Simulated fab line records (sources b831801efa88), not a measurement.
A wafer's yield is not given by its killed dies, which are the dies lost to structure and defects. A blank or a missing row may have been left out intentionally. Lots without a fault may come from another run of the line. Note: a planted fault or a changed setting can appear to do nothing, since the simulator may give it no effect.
A lot that was struck, set against a sound lot | flow gf180mcu | 30 steps out of a route of 602
Sound: wafers L162.1, L162.2, L162.5. Struck: wafers L169.4, L169.5, L169.6. At the end, the cause is stated.
Per side, at each step with rows, come the tool, then ch with its chambers, and then its first start. Under that, the readings that differ: sound wafers | struck wafers | difference of the means | sigmas: that difference in standard deviations of wafers without a fault.
alike: words and numbers the same on both sides, and readings whose means are apart by under 2 such deviations; not compared: readings that were withheld, readings missing a value for some wafer, numbers with overlapping values and no deviation given by the record, and bounds like >300 which may hide the same value.
Wherever a step has rows on one side only, a row that says differs or no value, or a row with sigmas, the two part there. Numbers that don't overlap but have no deviation are shown without sigmas and don't part them. A reading missing from all wafers of one side parts the sides only when that side holds two or more wafers.

GF_STI_BOW_MEAS_00:
  sound on filmMetro-02, day 2 06:00; struck on filmMetro-02, day 3 17:04
  alike: INCOMING_BOW
GF_STI_OXIDATION_01: stabilise 600 s, purge 300 s, target thk 10 nm.
  sound on furnace-02 ch 0, day 2 06:32; struck on furnace-02 ch 0, day 3 19:02
  alike: oxTempC
GF_STI_THK_MEAS_02:
  sound on filmMetro-03, day 2 07:56; struck on filmMetro-02, day 3 20:28
reading                | sound             | struck            | difference | sigmas
STI_OXIDATION_THK (nm) | 10.05 10.05 10.14 | 16.57 16.22 16.66 | +6.40      | +36
then, 1 step without rows for these wafers: GF_STI_CVD_03 (deposits Si3N4 from DCS/NH3, target thk 207.16 nm, time 3705 s).
GF_STI_THK_MEAS_04:
  sound on filmMetro-01, day 2 09:59; struck on filmMetro-02, day 3 22:31
reading             | sound             | struck            | difference | sigmas
STI_CVD_03_THK (nm) | 221.1 217.6 219.8 | 215.7 217.4 216.1 | -3.1       | -2
then, 7 steps without rows for these wafers: GF_STI_DEHYDRATE_05 (time 60 s); GF_STI_HMDS_06 (prime time 60 s); GF_STI_COAT_07 (resist thk 700 nm); GF_STI_SOFTBAKE_08 (time 60 s); GF_STI_EXPOSE_09 (exposes mask COMP, target cd 220 nm); GF_STI_PEB_10 (peb time 90 s); GF_STI_DEVELOP_11 (develop time 60 s).
GF_STI_CD_MEAS_12: target cd 220 nm.
  sound on cdSem-01, day 2 21:25; struck on cdSem-02, day 4 10:15
  alike: cdNm
GF_STI_ETCH_13: etches the open film in CHF3/O2, stops on Si, target depth 282.31 nm, time 112.9 s.
  sound on rieDiel-02 ch 0,1,2, day 2 21:32; struck on rieDiel-01 ch 0,1,3, day 4 10:19
  alike: chamberPressureMTorr, drypumpMotorCurrentA, oesProductAu, throttleValvePct
  not compared: rfHoursCounterH
GF_STI_ETCH_14: etches Si in HBr/Cl2/O2, target depth 360 nm, time 102.9 s.
  sound on rieSi-01 ch 1,2, day 2 21:37; struck on rieSi-01 ch 0,2,3, day 4 10:23
  alike: chamberPressureMTorr, drypumpMotorCurrentA, oesProductAu, throttleValvePct
  not compared: rfHoursCounterH
GF_STI_STRIP_15: strips in O2/N2.
  sound on plasmaAsher-03 ch 0,1, day 2 21:41; struck on plasmaAsher-03 ch 0,1, day 4 10:29
  alike: chamberPressureMTorr, drypumpMotorCurrentA, heaterPowerW, oesProductAu, stripTimeToEndpointS
  not compared: rfHoursCounterH
then, 6 steps without rows for these wafers: GF_STI_CLEAN_16 (cleans in dHF, time 25 s); GF_STI_WET_ETCH_17 (etches Si3N4 in H3PO4, target depth 45 nm, time 514 s); GF_STI_CLEAN_18 (cleans in SC1/SC2, time 150 s); GF_STI_CLEAN_19 (cleans in dHF, time 20 s); GF_STI_WET_ETCH_20 (etches SiO2 in dHF, target depth 20 nm, time 400 s); GF_STI_OXIDATION_21 (stabilise 600 s, purge 300 s, target thk 15 nm).
GF_STI_THK_MEAS_22:
  sound on filmMetro-02, day 2 23:38; struck on filmMetro-02, day 4 13:25
reading                   | sound             | struck            | difference | sigmas
STI_OXIDATION_01_THK (nm) | 14.84 14.66 14.64 | 15.40 15.29 15.67 | +0.74      | +3
then, 1 step without rows for these wafers: GF_STI_CVD_23 (deposits SiO2, target thk 650 nm, time 108.3 s).
GF_STI_THK_MEAS_24:
  sound on filmMetro-01, day 2 23:47; struck on filmMetro-01, day 4 13:33
  alike: STI_CVD_23_THK
GF_STI_CMP_25: polishes, stops on Si3N4, t overpolish 33 s, target thk 524.6 nm.
  sound on cmp-02 ch 0,2, day 2 23:53; struck on cmp-01 ch 0,3, day 4 13:35
  alike: motorCurrentA, overpolishRunS, timeToEndpointS
then, 1 step without rows for these wafers: GF_STI_WET_ETCH_26 (etches SiO2 in dHF, target depth 94 nm, time 188 s).
GF_STI_WET_ETCH_27: etches Si3N4 in H3PO4, target depth 160 nm, time 1825 s.
  sound on wetBench-01 ch 0, day 3 00:12; struck on wetBench-04 ch 3, day 4 14:00
reading                                   | sound             | struck          | difference | sigmas
model.SiO2_of_STI_OXIDATION_01.thkNm (nm) | 9.976 9.913 10.03 | 16.5 16.14 16.6 | +6.4       | 
then, 2 steps without rows for these wafers: GF_STI_WET_ETCH_28 (etches SiO2 in dHF, target depth 20 nm, time 40 s); GF_PASSIVATION_PROBE_99.

## WHERE THEY PART
Last at GF_STI_THK_MEAS_22 as far as this record goes, first at GF_STI_THK_MEAS_02. Later steps at which nothing parts them and some readings are alike: GF_STI_THK_MEAS_24, GF_STI_CMP_25.

WHY: what the simulator had put in
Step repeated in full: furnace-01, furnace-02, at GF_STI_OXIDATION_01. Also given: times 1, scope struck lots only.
